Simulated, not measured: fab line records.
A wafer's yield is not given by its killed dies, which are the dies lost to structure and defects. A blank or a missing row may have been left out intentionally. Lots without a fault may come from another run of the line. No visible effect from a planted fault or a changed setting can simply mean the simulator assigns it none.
Split-lot experiment | flow sky130 | 5 lots, 23 wafers read, on a route of 708 steps

## ON THE SPLIT
At SKY_POLY_GATE_EXPOSE_10 (exposes mask P1M, target cd 150 nm), the setting dose_mj was moved away from the recipe's 28 on 6 of the 23 wafers read, by -4.4% to -3.9%. This setting was run at the recipe's value on the other wafers.

## FROM THE SPLIT TO THE READING: what the file shows between them, 2 steps
- SKY_POLY_GATE_PEB_11
- SKY_POLY_GATE_DEVELOP_12: develop time 60 s

## THE READING
At SKY_POLY_GATE_CD_MEAS_13: cd_nm in nanometres, against a target cd of 150 nm. Fault-free wafers of this fab line usually give 150.6 nm, standard deviation 1.3 nm.

wafer  | tool, chamber at the split | dose_mj as run | against the recipe | cd_nm, nm | against lot-mates on the recipe
L076.2 | krf_scanner-02, 0          | 28             | recipe             | 151.1     | -
L076.4 | krf_scanner-02, 0          | 28             | recipe             | 149.7     | -
L076.5 | krf_scanner-02, 0          | 28             | recipe             | 148.9     | -
L077.1 | krf_scanner-02, 0          | 28             | recipe             | 149.2     | -
L077.2 | krf_scanner-02, 0          | 28             | recipe             | 149.3     | -
L077.4 | krf_scanner-02, 0          | 28             | recipe             | 149.7     | -
L077.5 | krf_scanner-02, 0          | 28             | recipe             | 148.0     | -
L077.6 | krf_scanner-02, 0          | 28             | recipe             | 149.7     | -
L082.1 | krf_scanner-01, 0          | 28             | recipe             | 152.9     | -
L082.2 | krf_scanner-01, 0          | 28             | recipe             | 152.4     | -
L082.3 | krf_scanner-01, 0          | 26.92          | -3.9%              | 158.1     | +5.4
L082.4 | krf_scanner-01, 0          | 26.92          | -3.9%              | 158.2     | +5.5
L082.6 | krf_scanner-01, 0          | 26.92          | -3.9%              | 159.0     | +6.3
L083.1 | krf_scanner-02, 0          | 26.76          | -4.4%              | 158.1     | +7.4
L083.2 | krf_scanner-02, 0          | 28             | recipe             | 149.8     | -
L083.3 | krf_scanner-02, 0          | 28             | recipe             | 151.5     | -
L083.4 | krf_scanner-02, 0          | 26.76          | -4.4%              | 157.5     | +6.8
L083.6 | krf_scanner-02, 0          | 26.76          | -4.4%              | 158.9     | +8.2
L084.1 | krf_scanner-01, 0          | 28             | recipe             | 149.9     | -
L084.2 | krf_scanner-01, 0          | 28             | recipe             | 150.6     | -
L084.3 | krf_scanner-01, 0          | 28             | recipe             | 150.6     | -
L084.5 | krf_scanner-01, 0          | 28             | recipe             | 149.4     | -
L084.6 | krf_scanner-01, 0          | 28             | recipe             | 149.1     | -

THE FIT
A straight line over all 23 wafers: cd_nm changes by -1.96 nm for each +1% of dose_mj; r = -0.95; the points scatter about the line by 1.2 nm.
The same after taking each lot's own level away (the mean of its wafers on the recipe; 23 wafers): -1.61 nm for each +1%; r = -0.98; scatter 0.7 nm.
On that fit, the largest move of dose_mj shifts the reading by 7.1 nm.
Across the lots, their own levels run from 149.18 to 152.65 nm, a range of 2.7 times the standard deviation given above.
So the lot-to-lot level changes the slope: the two fits differ.
Check: +7.07 nm against its lot-mates is what the line predicts for one of the wafers moved furthest among these (-4.4%) when that wafer is left out of the fit. Against them it came out at +7.45 nm.

## THESE WAFERS: OTHER SPLITS
Other splits were also applied to these wafers ahead of the reading. Each is held against what the fit with the lots' levels taken away leaves over:
other split on the same wafers      | wafers away from the commonest value | r with cd_nm (lot level and that fit taken away)
SKY_GATE_OXIDE_SOFTBAKE_06 temp_c   | 6                                    | +0.12
SKY_RES_PROTECT_COAT_02 spin_rpm    | 7                                    | +0.04
SKY_POLY_GATE_CVD_03 pressure_mtorr | 10                                   | -0.12

## THE FILE'S OWN FIT
cd_nm changes by -1.61 nm for each +1% of dose_mj, r = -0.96.
